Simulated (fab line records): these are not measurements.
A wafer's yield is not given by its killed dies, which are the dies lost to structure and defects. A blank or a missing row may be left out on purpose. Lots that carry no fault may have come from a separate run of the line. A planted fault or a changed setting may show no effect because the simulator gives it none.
fab line records	flow sky130	part 2 of 2: steps 30 to 42 of 42
[record] lots = 5	wafers = 15	lastDay = 49
route steps=708 shown SONOS_ONO@186 GATE_OXIDE@187 POLY_GATE@204 RES_PROTECT@206
lots with no fault: from the same line, run without faults
startH: hours from the record's opening day to when the first of the lot's shown wafers began	waitH: how many hours have passed since the lot's step before this one	" as in the row above	L1.1+2: a row that stands for several wafers	- either no value or no given start	* or withheld: withheld	< > ~ a bound
route shown NAME@n: names a module that has steps shown in the file, with the first one's number in the route	usual: mean/standard deviation of fault-free wafers	same: alike in all rows	chamber/n: place in a boat	sites: per-site readings	_std_site: their standard deviation	_edge_site: outer sites' mean less inner sites'	radiusMm: how far each site lies from the wafer's centre	mask NAME#n: copy n	behind: tool/chamber where the wafer was last shaped	hold: reason for holding the lot/hours on hold/outcome of the hold	device: transistor that didn't switch, given as n, p or np	end of line: at the end of the route, the tests of the same wafers	a step without rows: its recipe alone	killed: the dies lost at the first sort to structure and to defects; this is not the yield of the wafer	map: a wafer's dies, marking killed ones x, the rest . and places with no die _
set.NAME: the setting that was run; set.NAME@STEP: the one run at that earlier step	model.NAME: the simulator's own value behind a step, which no gauge read
lots seen at some steps along the route; tables by step, rows by wafer
services: the hour from which a tool's chamber was out of use, counted from the record's first day as startH (under 0 if before that day), plus the number of hours and why
[[steps]]
[step SKY_RES_PROTECT_TW_MEAS_08]
[usual] POLY_GATE_TW = 4087/37
lot.wafer	tool	chamber	startH	waitH	POLY_GATE_TW
L074.1	filmMetro-03	-	329.83	0.1	4068
L074.4	"	-	"	"	4067
L074.5	"	-	"	"	4090
L075.1	filmMetro-01	-	345.33	0.1	4081
L075.2	"	-	"	"	4062
L075.3	"	-	"	"	4066
L077.1	filmMetro-02	-	363.88	0.1	4014
L077.2	"	-	"	"	4043
L077.3	"	-	"	"	4042
L085.3	filmMetro-01	-	443.50	0.1	4052
L085.5	"	-	"	"	4062
L085.6	"	-	"	"	4064
L089.1	filmMetro-01	-	479.12	0.1	4063
L089.3	"	-	"	"	4080
L089.4	"	-	"	"	4069
[step SKY_RES_PROTECT_CLEAN_09]
[recipe] chemistry = SC1/SC2	mix = 1:4:20	tempC = 70	timeS = 150	dry = n2Spin
[usual] bathGuardTempC = 70.1/0.52
lot.wafer	tool	chamber	startH	waitH	bathGuardTempC
L074.1	wetBench-03	0	329.89	0.1	70.7
L074.4	"	0	"	"	70.7
L074.5	"	0	"	"	70.6
L075.1	wetBench-04	1	345.39	0.1	70.4
L075.2	"	1	"	"	70.1
L075.3	"	1	"	"	70.6
L077.1	wetBench-04	0	363.94	0.1	69.4
L077.2	"	0	"	"	69.2
L077.3	"	0	"	"	69.9
L085.3	wetBench-03	2	443.54	0.0	70.0
L085.5	"	2	"	"	69.4
L085.6	"	2	"	"	69.7
L089.1	wetBench-03	0	479.18	0.1	69.9
L089.3	"	0	"	"	70.1
L089.4	"	0	"	"	70.1
[step SKY_POLY_GATE_CVD_03]
[recipe] material = Si3N4	precursor = DCS/NH3	targetThkNm = 75	tempC = 770	timeS = 1290	pressureMtorr = 250
[usual] spikeTcCentreC = 770.6/1.4	zonePowerLowerPct = 13.86/0.28
lot.wafer	tool	chamber	startH	waitH	spikeTcCentreC	zonePowerLowerPct
L074.1	lpcvd-02	1	329.94	0.0	770.3	13.77
L074.4	"	1	"	"	769.6	13.65
L074.5	"	1	"	"	771.0	13.52
L075.1	lpcvd-02	0	346.52	1.1	773.0	14.02
L075.2	"	0	"	"	770.2	14.11
L075.3	"	0	"	"	772.6	14.16
L077.1	lpcvd-02	0	363.99	0.0	770.8	13.98
L077.2	"	0	"	"	770.8	14.36
L077.3	"	0	"	"	772.0	14.16
L085.3	lpcvd-02	1	443.59	0.0	770.2	13.60
L085.5	"	1	"	"	768.9	13.61
L085.6	"	1	"	"	770.7	13.56
L089.1	lpcvd-02	1	479.23	0.0	769.2	13.74
L089.3	"	1	"	"	770.1	13.47
L089.4	"	1	"	"	770.2	13.53
[step SKY_POLY_GATE_THK_MEAS_04]
[recipe] reads = Si3N4_of_POLY_GATE_CVD_03
[usual] POLY_GATE_CVD_03_THK = 74.8/0.77
lot.wafer	tool	chamber	startH	waitH	POLY_GATE_CVD_03_THK[nm]
L074.1	filmMetro-02	-	331.30	0.0	74.7
L074.4	"	-	"	"	73.9
L074.5	"	-	"	"	75.0
L075.1	filmMetro-02	-	347.88	0.0	74.0
L075.2	"	-	"	"	73.6
L075.3	"	-	"	"	74.1
L077.1	filmMetro-04	-	365.35	0.0	75.1
L077.2	"	-	"	"	75.6
L077.3	"	-	"	"	75.6
L085.3	filmMetro-01	-	444.97	0.0	75.0
L085.5	"	-	"	"	75.1
L085.6	"	-	"	"	73.9
L089.1	filmMetro-04	-	480.58	0.0	73.0
L089.3	"	-	"	"	73.7
L089.4	"	-	"	"	73.7
[step SKY_POLY_GATE_DEHYDRATE_05]
[recipe] tempC = 200	timeS = 60
[usual] plateTempC = 200.00/0.15
lot.wafer	tool	chamber	startH	waitH	plateTempC
L074.1	lithoTrack-02	0	343.91	12.6	200.12
L074.4	"	0	"	"	199.78
L074.5	"	0	"	"	200.33
L075.1	lithoTrack-04	0	361.52	13.6	200.10
L075.2	"	0	"	"	200.05
L075.3	"	0	"	"	199.94
L077.1	lithoTrack-04	0	378.57	13.2	199.93
L077.2	"	0	"	"	199.90
L077.3	"	0	"	"	199.82
L085.3	lithoTrack-02	0	460.31	15.3	200.03
L085.5	"	0	"	"	200.17
L085.6	"	0	"	"	200.15
L089.1	lithoTrack-04	0	495.22	14.6	200.05
L089.3	"	0	"	"	199.85
L089.4	"	0	"	"	200.01
[step SKY_POLY_GATE_HMDS_06]
[recipe] primeTimeS = 60	primeTempC = 120
lot.wafer	tool	chamber	startH	waitH
L074.1+4+5	lithoTrack-02	0	344.06	0.1
L075.1+2+3	lithoTrack-04	0	361.67	0.1
L077.1+2+3	lithoTrack-04	0	378.72	0.1
L085.3+5+6	lithoTrack-02	0	460.46	0.1
L089.1+3+4	lithoTrack-04	0	495.37	0.1
[step SKY_POLY_GATE_COAT_07]
[recipe] resist = BARC	tempC = withheld	timeS = withheld	spinRpm = 3000	resistThkNm = 110
lot.wafer	tool	chamber	startH	waitH
L074.1+4+5	lithoTrack-02	0	344.21	0.1
L075.1+2+3	lithoTrack-04	0	361.82	0.1
L077.1+2+3	lithoTrack-04	0	378.87	0.1
L085.3+5+6	lithoTrack-02	0	460.61	0.1
L089.1+3+4	lithoTrack-04	0	495.52	0.1
[step SKY_POLY_GATE_COAT_08]
[recipe] resist = KrF-thick	spinRpm = 3000	resistThkNm = 450
lot.wafer	tool	chamber	startH	waitH
L074.1+4+5	lithoTrack-02	0	-	-
L075.1+2+3	lithoTrack-04	0	-	-
L077.1+2+3	lithoTrack-04	0	-	-
L085.3+5+6	lithoTrack-02	0	-	-
L089.1+3+4	lithoTrack-04	0	-	-
[step SKY_POLY_GATE_SOFTBAKE_09]
[recipe] tempC = 100	timeS = 90	resist = KrF-thick
[usual] plateTempC = 100.01/0.13
lot.wafer	tool	chamber	startH	waitH	plateTempC
L074.1	lithoTrack-02	0	-	-	99.98
L074.4	"	0	"	"	99.95
L074.5	"	0	"	"	99.99
L075.1	lithoTrack-04	0	-	-	99.90
L075.2	"	0	"	"	99.83
L075.3	"	0	"	"	99.81
L077.1	lithoTrack-04	0	-	-	100.16
L077.2	"	0	"	"	99.86
L077.3	"	0	"	"	100.03
L085.3	lithoTrack-02	0	-	-	100.30
L085.5	"	0	"	"	99.99
L085.6	"	0	"	"	100.17
L089.1	lithoTrack-04	0	-	-	100.00
L089.3	"	0	"	"	99.96
L089.4	"	0	"	"	99.89
[step SKY_POLY_GATE_EXPOSE_10]
[recipe] maskId = P1M	na = 0.68	sourceShape = conventional	sigmaOuter = 0.6	targetCdNm = 150	doseMj = 28
lot.wafer	tool	chamber	startH	waitH	mask
L074.1+4+5	krfScanner-01	0	-	-	P1M#0
L075.1+2+3	krfScanner-01	0	-	-	P1M#0
L077.1+2+3	krfScanner-01	0	-	-	P1M#0
L085.3+5+6	krfScanner-01	0	-	-	P1M#0
L089.1+3+4	krfScanner-01	0	-	-	P1M#0
[step SKY_POLY_GATE_PEB_11]
[recipe] pebTempC = withheld	pebTimeS = withheld	resist = KrF-thick
lot.wafer	tool	chamber	startH	waitH
L074.1+4+5	lithoTrack-01	0	-	-
L075.1+2+3	lithoTrack-04	0	-	-
L077.1+2+3	lithoTrack-02	0	-	-
L085.3+5+6	lithoTrack-04	0	-	-
L089.1+3+4	lithoTrack-04	0	-	-
[step SKY_POLY_GATE_DEVELOP_12]
[recipe] developTimeS = 60	resist = KrF-thick	devTempC = 21
lot.wafer	tool	chamber	startH	waitH
L074.1+4+5	lithoTrack-01	0	-	-
L075.1+2+3	lithoTrack-04	0	-	-
L077.1+2+3	lithoTrack-02	0	-	-
L085.3+5+6	lithoTrack-04	0	-	-
L089.1+3+4	lithoTrack-04	0	-	-
[step SKY_POLY_GATE_CD_MEAS_13]
[recipe] targetCdNm = 150
[usual] cdNm = 149.8/1.4
lot.wafer	tool	chamber	startH	waitH	cdNm
L074.1	cdSem-01	-	358.73	-	150.1
L074.4	"	-	"	"	150.4
L074.5	"	-	"	"	151.9
L075.1	cdSem-02	-	376.17	-	148.6
L075.2	"	-	"	"	149.3
L075.3	"	-	"	"	149.8
L077.1	cdSem-01	-	393.96	-	149.6
L077.2	"	-	"	"	151.1
L077.3	"	-	"	"	151.1
L085.3	cdSem-01	-	476.56	-	149.1
L085.5	"	-	"	"	148.8
L085.6	"	-	"	"	149.1
L089.1	cdSem-02	-	511.47	-	151.6
L089.3	"	-	"	"	151.2
L089.4	"	-	"	"	151.4
[[services]]
tool	chamber	startH	hours	kind
furnace-02	-	253.68	3.0	pm
krfScanner-01	-	266.74	1.0	pm
ilineStepper-02	-	284.12	9.1	repair
krfScanner-01	-	296.24	0.8	pm
krfScanner-01	-	300.07	4.0	pm
furnace-02	-	303.67	5.1	repair
plasmaAsher-03	-	312.53	0.6	repair
ilineStepper-01	-	314.32	1.7	pm
furnace-01	-	348.22	4.1	pm
ilineStepper-02	-	351.13	1.7	pm
furnace-02	-	360.65	3.8	pm
ilineStepper-01	-	364.88	9.1	repair
lpcvd-02	-	369.12	5.0	repair
plasmaAsher-03	-	372.71	4.4	repair
ilineStepper-01	-	374.02	4.4	pm
furnace-01	-	394.32	3.9	pm
plasmaAsher-03	-	396.14	8.0	repair
furnace-01	-	405.28	4.0	pm
ilineStepper-01	-	410.80	10.1	repair
krfScanner-01	-	419.39	1.3	pm
lpcvd-02	-	419.72	0.9	repair
ilineStepper-01	-	420.94	8.9	pm
furnace-02	-	422.40	3.9	pm
krfScanner-01	-	430.77	1.0	repair
